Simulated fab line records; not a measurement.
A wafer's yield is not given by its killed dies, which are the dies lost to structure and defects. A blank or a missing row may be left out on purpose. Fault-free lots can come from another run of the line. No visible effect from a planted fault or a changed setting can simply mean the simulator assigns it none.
A struck lot beside a sound one + flow sky130 + 16 steps out of a route of 708
Sound: these wafers, L734.1, L734.4, L734.5. The struck wafers were L731.1, L731.2, L731.3. At the end, the cause is stated.
At each step with rows: each side's tool, then ch and its chambers, then its first start. Under that, the readings that differ: sound wafers + struck wafers + difference of the means + sigmas: that difference in standard deviations of wafers without a fault.
alike: a reading whose means differ by less than 2 such deviations, as well as words and numbers matching on both sides. not compared: withheld readings; readings where some wafer has no value; bounds like >300 that might hide an equal value; numbers whose values overlap and for which the record gives no deviation.
A row with sigmas, a row that says differs or no value, or rows on one side alone: a step with any of these is where the two part. Numbers that have no deviation but don't overlap get no sigmas and don't part them. Lack of a reading on every wafer of one side parts them only where that side has two or more wafers.

SKY_METAL1_THK_MEAS_06: measures by xrf.
  sound: filmMetro-01 at day 37 19:42; struck: filmMetro-01 at day 36 14:10
  alike: METAL1_ALCU_THK
then, 8 steps without rows for these wafers: SKY_METAL1_DEHYDRATE_07 (time 60 s); SKY_METAL1_HMDS_08 (prime time 60 s); SKY_METAL1_COAT_09 (resist thk 60 nm); SKY_METAL1_COAT_10 (resist thk 450 nm); SKY_METAL1_SOFTBAKE_11 (time 90 s); SKY_METAL1_EXPOSE_12 (exposes mask MM1, target cd 140 nm); SKY_METAL1_PEB_13; SKY_METAL1_DEVELOP_14 (develop time 60 s).
SKY_METAL1_CD_MEAS_15 targets a cd of 140 nm.
  sound: cdSem-01 at day 38 20:49; struck: cdSem-02 at day 37 16:37
| reading   | sound             | struck            | difference | sigmas |
|-----------|-------------------|-------------------|------------|--------|
| cdNm (nm) | 136.8 138.3 137.6 | 140.9 140.0 141.4 | +3.2       | +2     |
SKY_METAL1_OVL_MEAS_16:
  sound: overlay-02 at day 38 20:56; struck: overlay-01 at day 37 16:44
| reading         | sound   | struck  | difference | sigmas |
|-----------------|---------|---------|------------|--------|
| METAL1_OVL (nm) | -1 9 -6 | 16 7 11 | +11        | +2     |
SKY_METAL1_DESCUM_17: chemistry O2, time 8 s.
  sound on rieMetal-01 ch 0,1, day 38 20:58; struck on rieMetal-02 ch 0, day 37 16:46
  alike: drypumpMotorCurrentA, oesProductAu
  not compared: rfHoursCounterH
SKY_METAL1_ETCH_18: etches BARC in N2/H2, stops on SiO2, time 45.9 s, target depth 60 nm.
  sound on rieMetal-01 ch 0,1, day 38 21:00; struck on rieMetal-02 ch 0, day 37 16:50
  no value came back on the struck wafers for any of 6 readings (biasW (W), chamberPressureMTorr (mTorr) and others); on the sound wafers biasW (W) reads 100.0 100.4 100.5
| reading                                      | sound             | struck            | difference | sigmas |
|----------------------------------------------|-------------------|-------------------|------------|--------|
| model.KrF-thick_of_METAL1_COAT_10.thkNm (nm) | 390.5 390.6 391.2 | 435.5 434.1 434.3 | +43.9      |        |
  not compared: rfHoursCounterH
SKY_METAL1_METAL_ETCH_19: etches the open film in Cl2/BCl3, stops on SiO2, target depth 360 nm, time 78 s.
  sound on rieMetal-01 ch 0,1, day 38 21:04; struck on rieMetal-02 ch 0, day 37 16:57
| reading                                      | sound             | struck            | difference | sigmas |
|----------------------------------------------|-------------------|-------------------|------------|--------|
| oesProductAu (a.u.)                          | 0.860 0.849 0.858 | 0.371 0.380 0.383 | -0.478     | -90    |
| model.KrF-thick_of_METAL1_COAT_10.thkNm (nm) | 155.3 157.2 156   | 201.2 199.4 200   | +44.0      |        |
  alike: bcl3FlowSccm, biasW, drypumpMotorCurrentA, throttleValvePct
  not compared: rfHoursCounterH
SKY_METAL1_STRIP_20: strips in O2/N2.
  sound on plasmaAsher-03 ch 0,1, day 38 21:09; struck on plasmaAsher-02 ch 0,1, day 37 17:08
| reading                  | sound             | struck            | difference | sigmas |
|--------------------------|-------------------|-------------------|------------|--------|
| oesProductAu (a.u.)      | 0.344 0.339 0.342 | 0.351 0.359 0.359 | +0.015     | +3     |
| stripTimeToEndpointS (s) | 2.65 2.67 2.65    | 3.17 3.13 3.15    | +0.49      | +13    |
  alike: drypumpMotorCurrentA, o2FlowSccm
  not compared: rfHoursCounterH
then, 1 step without rows for these wafers: SKY_METAL1_STRIP_21 (strips in post etch residue remover, time 1200 s).

WHERE THEY PART
At SKY_METAL1_CD_MEAS_15 first; at SKY_METAL1_STRIP_20 last (within this record only).

WHY: what the simulator had put in
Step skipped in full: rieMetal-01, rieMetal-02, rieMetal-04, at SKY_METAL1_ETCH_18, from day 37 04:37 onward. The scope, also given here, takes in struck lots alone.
